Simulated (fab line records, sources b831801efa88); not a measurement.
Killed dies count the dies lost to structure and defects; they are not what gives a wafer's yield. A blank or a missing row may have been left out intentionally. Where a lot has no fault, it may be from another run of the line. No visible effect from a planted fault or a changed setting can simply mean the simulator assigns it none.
A struck lot beside a sound one / flow sky130 / 28 out of 708 route steps
Sound: wafers L270.2, L270.4, L270.5. Struck: wafer L255.6 (L255.2, L255.3, from the same lot, were not struck and are left out); the cause is given at the end.
Per side, at each step with rows, come the tool, then ch with its chambers, and then its first start. Under that, the readings that differ: sound wafers / struck wafers / difference of the means / sigmas: that difference in standard deviations of wafers without a fault.
alike: readings with means less than 2 such deviations apart, plus words and numbers identical on both sides. not compared: withheld readings, readings lacking a value on some wafer, bounds such as >300 that could conceal the same value, and numbers that have no deviation in the record and whose values overlap.
A row with sigmas, a row that says differs or no value, or rows on one side alone: a step with any of these is where the two part. When numbers do not overlap yet have no deviation, they are printed without sigmas and do not part them. A reading that every wafer of one side lacks parts them only if that side has two wafers or more.

first, 6 steps without rows for these wafers: SKY_SD_N_IMPLANT_09; SKY_SD_N_IMPLANT_10; SKY_SD_N_STRIP_11 (strips in O2/N2); SKY_SD_N_CLEAN_13 (cleans in SC1/SC2, time 150 s); SKY_SD_N_RTA_14 (time 2 s); SKY_SALICIDE_CLEAN_00 (cleans in HF-last, time 30 s).
SKY_LI_CONTACT_HDPCVD_00: deposits PSG, target thk 930 nm, time 155 s.
  sound on hdpcvd-02 ch 0,1, day 34 11:58; struck on hdpcvd-02 ch 1, day 29 20:10
reading=model.PSG_of_LI_CONTACT_HDPCVD_00.thkNm (nm); sound=922.9 923.1 917.4; struck=431.3; difference=-489.8; sigmas=
SKY_LI_CONTACT_THK_MEAS_01:
  struck on filmMetro-02, day 29 20:17; sound on filmMetro-03, day 34 12:04
reading=LI_CONTACT_HDPCVD_THK (nm); sound=923 923 918; struck=432; difference=-489; sigmas=-64
SKY_LI_CONTACT_CMP_02: polishes PSG.
  sound on cmp-01 ch 0,2,3, day 34 12:13; struck on cmp-02 ch 1, day 29 20:23
reading=timeToEndpointS (s); sound=31.6 33.9 33.3; struck=16.3; difference=-16.6; sigmas=-7
  alike: motorCurrentA
then, 9 steps without rows for these wafers: SKY_LI_CONTACT_DEHYDRATE_04 (time 60 s); SKY_LI_CONTACT_HMDS_05 (prime time 60 s); SKY_LI_CONTACT_COAT_06 (resist thk 60 nm); SKY_LI_CONTACT_COAT_07 (resist thk 450 nm); SKY_LI_CONTACT_SOFTBAKE_08 (time 90 s); SKY_LI_CONTACT_EXPOSE_09 (exposes mask LICM1, target cd 170 nm); SKY_LI_CONTACT_PEB_10; SKY_LI_CONTACT_DEVELOP_11 (develop time 60 s); SKY_LI_CONTACT_ETCH_14 (etches BARC in N2/H2, stops on SiO2, time 45.9 s, target depth 60 nm).
SKY_LI_CONTACT_ETCH_15: etches PSG in C4F8/O2/Ar, stops on Si, target depth 600 nm.
  sound on rieDiel-04 ch 0,1,2, day 35 15:20; struck on rieDiel-04 ch 3, day 31 00:40
reading=oesProductAu (a.u.); sound=0.834 0.835 0.840; struck=0.712; difference=-0.124; sigmas=-26
reading=model.LI_CONTACT.featureDepthNm (nm); sound=600 597.9 598.4; struck=431.3; difference=-167.5; sigmas=
reading=model.etch.depthNm (nm); sound=600 597.9 598.4; struck=431.3; difference=-167.5; sigmas=
then, 6 steps without rows for these wafers: SKY_LI_CONTACT_STRIP_16 (strips in O2/N2); SKY_LI_CONTACT_CLEAN_17 (cleans in NMP, time 600 s); SKY_LI_CONTACT_PRE_CLEAN_18 (time 5.6 s); SKY_LI_CONTACT_SPUTTER_19 (material Ti, target thk 20 nm, time 106.37 s); SKY_LI_CONTACT_SPUTTER_20 (material TiN, target thk 20 nm, time 80 s); SKY_LI_CONTACT_CVD_21 (deposits W, target thk 400 nm, time 120.56 s).
SKY_LI_CONTACT_CMP_24: polishes, stops on PSG, t overpolish 20 s, target thk 0 nm.
  sound on cmp-02 ch 0,1,2, day 35 16:13; struck on cmp-01 ch 0, day 31 01:32
reading=model.PSG_of_LI_CONTACT_HDPCVD_00.thkNm (nm); sound=590.5 588.4 588.9; struck=421.9; difference=-167.4; sigmas=
  alike: motorCurrentA, overpolishRunS, timeToEndpointS
then, 1 step without rows for these wafers: SKY_LOCAL_INTERCONNECT_SPUTTER_00 (material TiN, target thk 100 nm, time 83.3 s).
-- here the record skips 16 days between the struck wafers' starts before and after, leaving off in module LOCAL_INTERCONNECT and picking up in module PAD_OPEN (first step shown: number 708 of the route) --
SKY_PAD_OPEN_PROBE_99:
  struck on prober-02, day 47 02:49; sound on prober-01, day 50 09:52
reading=killedAtFrontEnd; sound=9 14 21; struck=27; difference=+12; sigmas=+3
reading=killedDies; sound=67 71 83; struck=97; difference=+23; sigmas=+2
reading=killedOpen; sound=40 32 42; struck=65; difference=+27; sigmas=+4
reading=model.etest.capLiToPoly.cAfUm2; sound=98.36 99.55 101.5; struck=186.1; difference=+86.3; sigmas=
reading=model.etest.liconPdiff.rcOhm; sound=581.4 588 601.9; struck=513.9; difference=-76.5; sigmas=
reading=model.etest.nfetG5v0d10v5.rOnOhmUm; sound=1873 1848 1848; struck=1800; difference=-56; sigmas=
reading=model.etest.liconHighPo.rcOhm; sound=351.6 344 349.7; struck=312.2; difference=-36.2; sigmas=
reading=model.etest.liconNdiff.rcOhm; sound=186.8 170.7 185.3; struck=152.1; difference=-28.8; sigmas=
reading=model.etest.nfet_01v8.rOnOhmUm; sound=818.7 823.1 809.5; struck=801.9; difference=-15.2; sigmas=
reading=model.etest.sonosUncharged.rOnOhmUm; sound=826.2 807.2 809.7; struck=788.8; difference=-25.6; sigmas=
reading=model.etest.liconPoly.rcOhm; sound=156 149.6 154.9; struck=127.2; difference=-26.3; sigmas=
  alike: killed_at_M0_to_M3, killed_at_M4_up, killedAtContacts, killedAtOther, killedShort

== WHERE THEY PART ==
First at SKY_LI_CONTACT_THK_MEAS_01; last, within this record, at SKY_PAD_OPEN_PROBE_99.

WHY: what had been put in by the simulator
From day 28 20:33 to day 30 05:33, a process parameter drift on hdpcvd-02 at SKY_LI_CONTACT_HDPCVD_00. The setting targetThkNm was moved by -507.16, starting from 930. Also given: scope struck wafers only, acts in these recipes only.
